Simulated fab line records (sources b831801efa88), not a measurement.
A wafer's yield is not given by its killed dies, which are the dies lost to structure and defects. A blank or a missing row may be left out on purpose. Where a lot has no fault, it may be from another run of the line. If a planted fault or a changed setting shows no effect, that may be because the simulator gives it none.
Split-lot study -- flow sfq_line -- 23 wafers read across 5 lots, on a route 325 steps long

SPLIT DETAILS
At SFQ_TRILAYER_I6_VIA_LITHO_COAT_174 (resist thk 62 nm), the setting spin_rpm was moved away from the recipe's 3000 rpm on 4 of the 23 wafers read, by +3.9% to +6.0%. For the rest of the wafers, this setting stayed at what the recipe calls for.

The reading is taken at the split's own step.

THE READING
BARC_of_TRILAYER_I6_VIA_LITHO_COAT_174.thk_nm (the simulator's own value, which no gauge read), in nm, at SFQ_TRILAYER_I6_VIA_LITHO_COAT_174 (resist thk 62 nm). No usual value for it is given in the file. Average 61.93 nm, standard deviation 0.22 nm, over the 19 wafers here run with the recipe.

wafer,"tool, chamber at the split","spin_rpm as run, rpm",against the recipe,"BARC_of_TRILAYER_I6_VIA_LITHO_COAT_174.thk_nm, nm",against lot-mates on the recipe
L074.1,"litho_track-02, 0",3000,recipe,62.05,-
L074.2,"litho_track-02, 0",3000,recipe,62.07,-
L074.6,"litho_track-02, 0",3000,recipe,61.89,-
L075.1,"litho_track-01, 0",3000,recipe,61.68,-
L075.2,"litho_track-01, 0",3000,recipe,61.56,-
L075.3,"litho_track-01, 0",3000,recipe,61.67,-
L075.5,"litho_track-01, 0",3000,recipe,61.89,-
L075.6,"litho_track-01, 0",3000,recipe,61.82,-
L077.1,"litho_track-04, 0",3117,+3.9%,60.56,-1.22
L077.2,"litho_track-04, 0",3117,+3.9%,60.62,-1.16
L077.4,"litho_track-04, 0",3000,recipe,61.81,-
L077.5,"litho_track-04, 0",3000,recipe,62.01,-
L077.6,"litho_track-04, 0",3000,recipe,61.53,-
L078.1,"litho_track-01, 0",3000,recipe,61.95,-
L078.2,"litho_track-01, 0",3000,recipe,61.96,-
L078.3,"litho_track-01, 0",3000,recipe,61.92,-
L078.4,"litho_track-01, 0",3000,recipe,61.97,-
L078.5,"litho_track-01, 0",3000,recipe,61.97,-
L080.1,"litho_track-04, 0",3000,recipe,62.41,-
L080.2,"litho_track-04, 0",3179,+6.0%,60.49,-1.80
L080.4,"litho_track-04, 0",3179,+6.0%,60.59,-1.70
L080.5,"litho_track-04, 0",3000,recipe,62.25,-
L080.6,"litho_track-04, 0",3000,recipe,62.22,-

FIT RESULTS
A straight line over all 23 wafers: BARC_of_TRILAYER_I6_VIA_LITHO_COAT_174.thk_nm changes by -0.264 nm for each +1% of spin_rpm; r = -0.91; the points scatter about the line by 0.24 nm.
The same after taking each lot's own level away (the mean of its wafers on the recipe; 23 wafers): -0.297 nm for each +1%; r = -0.98; scatter 0.11 nm.
The reading moves by 1.8 nm for the largest change in spin_rpm, on that fit.
Across the lots, their own levels run from 61.724 to 62.293 nm, a range of 2.6 times the standard deviation given above.
So the lot-to-lot level changes the slope: the two fits differ.
Check: with one of the wafers moved furthest among these (+6.0%) left out of the fit, the line predicts -1.76 nm for it against its lot-mates. Against them it came out at -1.8 nm.

THE OTHER SPLITS THESE WAFERS WENT THROUGH
Other splits were also applied to these wafers ahead of the reading. Each is held against what the fit with the lots' levels taken away leaves over:
other split on the same wafers,wafers away from the commonest value,r with BARC_of_TRILAYER_I6_VIA_LITHO_COAT_174.thk_nm (lot level and that fit taken away)
SFQ_TRILAYER_C5_BARC_OPEN_VIA_ETCH_210 time_s,3,+0.27
SFQ_TRILAYER_M6_LITHO_EXPOSE_160 dose_mj,5,+0.12

FILE'S OWN FIT
BARC_of_TRILAYER_I6_VIA_LITHO_COAT_174.thk_nm changes by -0.298 nm for each +1% of spin_rpm, r = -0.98.
